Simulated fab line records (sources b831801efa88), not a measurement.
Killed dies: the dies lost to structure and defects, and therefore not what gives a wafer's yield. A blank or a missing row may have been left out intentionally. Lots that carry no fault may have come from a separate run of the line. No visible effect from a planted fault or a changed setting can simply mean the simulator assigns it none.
Which tool did it? -- flow gf180mcu -- 13 lots with 39 wafers sampled at 6 steps, on a route of 602 steps

## WHAT THE GAUGES READ, wafer by wafer
GF_VT_IMPLANT_TW_MEAS_21.
lot,measured,on,VT_IMPLANT_2_TW
L760,day 6 07:39,filmMetro-04,1204 1209 1203
L761,day 6 13:07,filmMetro-02,1226 1230 1227
L763,day 7 02:48,filmMetro-04,1209 1209 1209
L765,day 7 13:40,filmMetro-04,1209 1212 1209
L768,day 8 09:33,filmMetro-01,1212 1214 1212
L769,day 8 13:41,filmMetro-01,1211 1213 1222
L775,day 10 02:53,filmMetro-04,1216 1220 1213
L776,day 10 11:11,filmMetro-01,1222 1216 1216
L777,day 10 19:45,filmMetro-04,1213 1211 1214
L778,day 10 23:12,filmMetro-02,1231 1239 1240
L779,day 11 07:55,filmMetro-02,1234 1239 1232
L781,day 11 17:24,filmMetro-04,1205 1207 1206
L782,day 12 01:15,filmMetro-01,1220 1211 1224

GF_HV_LDD_TW_MEAS_38.
lot,measured,on,HV_LDD_3_TW
L760,day 11 17:04,filmMetro-01,1438 1432 1433
L761,day 11 23:23,filmMetro-04,1429 1422 1434
L763,day 12 13:55,filmMetro-03,1417 1427 1418
L765,day 13 06:25,filmMetro-04,1528 1526 1531
L768,day 14 04:43,filmMetro-03,1513 1511 1514
L769,day 14 09:43,filmMetro-04,1437 1431 1431
L775,day 16 10:12,filmMetro-03,1415 1424 1414
L776,day 16 21:28,filmMetro-04,1423 1436 1431
L777,day 17 07:07,filmMetro-01,1445 1443 1441
L778,day 17 10:01,filmMetro-03,1423 1414 1421
L779,day 17 20:26,filmMetro-03,1416 1422 1419
L781,day 18 10:26,filmMetro-04,1425 1426 1425
L782,day 18 18:07,filmMetro-04,1426 1429 1427

GF_HV_LDD_RS_MEAS_53: a four-point-probe measurement.
lot,measured,on,HV_LDD_RS (ohm/sq)
L760,day 12 13:01,filmMetro-03,416.9 416.8 417.9
L761,day 12 18:37,filmMetro-03,418.1 419.2 419.9
L763,day 13 10:14,filmMetro-03,417.4 418.3 419.2
L765,day 14 03:25,filmMetro-03,402.8 401.2 401.8
L768,day 15 02:25,filmMetro-04,401.0 401.6 401.2
L769,day 15 07:47,filmMetro-03,417.7 417.0 417.2
L775,day 17 09:29,filmMetro-01,419.0 417.7 417.7
L776,day 17 21:32,filmMetro-01,418.5 419.0 419.7
L777,day 18 06:42,filmMetro-01,420.2 419.4 420.4
L778,day 18 10:04,filmMetro-04,417.5 418.2 419.0
L779,day 18 19:52,filmMetro-01,419.5 418.1 418.4
L781,day 19 10:59,filmMetro-04,419.0 419.4 419.7
L782,day 19 19:04,filmMetro-01,418.8 417.8 418.1

GF_SALICIDE_THK_MEAS_05: measures by xrf.
lot,measured,on,SALICIDE_TIN_THK (nm)
L760,day 15 07:05,filmMetro-02,20.0 19.5 19.6
L761,day 15 12:27,filmMetro-02,19.7 19.8 19.4
L763,day 16 06:20,filmMetro-03,19.8 19.5 19.2
L765,day 17 01:32,filmMetro-02,20.1 20.2 20.1
L768,day 18 03:22,filmMetro-04,20.1 20.0 20.0
L769,day 18 08:43,filmMetro-03,20.2 19.8 19.9
L775,day 20 13:20,filmMetro-02,19.4 19.6 19.5
L776,day 21 03:47,filmMetro-02,20.4 20.3 20.4
L777,day 21 12:32,filmMetro-04,20.0 20.0 20.2
L778,day 21 14:32,filmMetro-03,19.4 19.5 19.1
L779,day 22 01:07,filmMetro-02,19.7 20.2 19.2
L781,day 22 15:42,filmMetro-02,19.4 19.6 19.2
L782,day 22 22:13,filmMetro-02,19.5 19.4 19.6

## WHAT TOOL EACH LOT RAN ON (gives the tool, then ch and the chambers of the sampled wafers, and finally the start)
lot,GF_HV_LDD_IMPLANT_36,GF_SALICIDE_SPUTTER_03
L760,"implanter-02 ch 0, day 11 16:50","pvdSputter-03, day 15 06:56"
L761,"implanter-02 ch 0, day 11 23:08","pvdSputter-02, day 15 12:18"
L763,"implanter-02 ch 0, day 12 13:40","pvdSputter-04, day 16 06:11"
L765,"implanter-02 ch 0, day 13 06:11","pvdSputter-03, day 17 01:23"
L768,"implanter-02 ch 0, day 14 04:28","pvdSputter-02, day 18 03:14"
L769,"implanter-04 ch 0, day 14 09:28","pvdSputter-03, day 18 08:35"
L775,"implanter-04 ch 0, day 16 09:57","pvdSputter-02, day 20 13:11"
L776,"implanter-02 ch 0, day 16 21:13","pvdSputter-03, day 21 03:38"
L777,"implanter-02 ch 0, day 17 06:53","pvdSputter-04, day 21 12:23"
L778,"implanter-01 ch 0, day 17 09:47","pvdSputter-02, day 21 14:23"
L779,"implanter-01 ch 0, day 17 20:14","pvdSputter-02, day 22 00:56"
L781,"implanter-02 ch 0, day 18 10:11","pvdSputter-02, day 22 15:34"
L782,"implanter-04 ch 0, day 18 17:53","pvdSputter-02, day 22 22:04"
- GF_HV_LDD_IMPLANT_36
- GF_SALICIDE_SPUTTER_03: material TiN, target thk 20 nm, time 16.7 s.

## AS READ BY THE TOOLS THEMSELVES (means over the sampled wafers that have a number; for cases with no such wafer, the mark the record gives instead)
GF_HV_LDD_IMPLANT_36.
lot,tool,doseIonsCm2,faradayCurrentUA
L760,implanter-02,7.498e+12,42.9
L761,implanter-02,7.498e+12,42.6
L763,implanter-02,7.499e+12,41.9
L765,implanter-02,1.431e+13,80.4
L768,implanter-02,1.430e+13,81.5
L769,implanter-04,7.502e+12,42.0
L775,implanter-04,7.493e+12,42.4
L776,implanter-02,7.502e+12,42.3
L777,implanter-02,7.507e+12,41.9
L778,implanter-01,7.506e+12,41.9
L779,implanter-01,7.507e+12,42.6
L781,implanter-02,7.497e+12,42.5
L782,implanter-04,7.514e+12,42.2

GF_SALICIDE_SPUTTER_03.
lot,tool,throttleValvePct (%)
L760,pvdSputter-03,30.0
L761,pvdSputter-02,30.4
L763,pvdSputter-04,30.5
L765,pvdSputter-03,30.1
L768,pvdSputter-02,30.2
L769,pvdSputter-03,30.2
L775,pvdSputter-02,30.6
L776,pvdSputter-03,30.2
L777,pvdSputter-04,29.3
L778,pvdSputter-02,30.2
L779,pvdSputter-02,30.4
L781,pvdSputter-02,30.5
L782,pvdSputter-02,30.3

## THE ANSWER, worked out from the rows above alone
Rule: what is usual is taken from the lots themselves. Put in order of their means at a reading, lots are off if they are a third of the lots or fewer, leave a main group of 4 or more, and stand apart from it by a gap of 3 or more times the standard deviation of the main group's means; of several such gaps the widest counts. A main group is skipped when, at the precision printed for the reading in the tables above, its means are all equal. Also off: a lot with no number at a reading for which 4 or more lots have one. Where the step has rows for the other lots, those lots are counted as sound. After the gauges, taken in route order, come the tools' own readings; for these a lot's mean is taken, as printed above. The first step at which some lot is off is used, and at that step the reading that is off furthest; a lot without a number counts as furthest.
Off: L765, L768, seen at GF_HV_LDD_TW_MEAS_38 (HV_LDD_3_TW). For the main group the mean is 1427 and the standard deviation 7.4.
A tool fits if, at a process step before that reading, it ran every lot that is off, and no sound lot after the first of them. The gauges at GF_HV_LDD_TW_MEAS_38 aren't tried: what is off there is off at GF_HV_LDD_IMPLANT_36 too, on other tools, and a gauge's error can't cause that. None of those tried fits.

## WHAT WAS PUT IN BY THE SIMULATOR
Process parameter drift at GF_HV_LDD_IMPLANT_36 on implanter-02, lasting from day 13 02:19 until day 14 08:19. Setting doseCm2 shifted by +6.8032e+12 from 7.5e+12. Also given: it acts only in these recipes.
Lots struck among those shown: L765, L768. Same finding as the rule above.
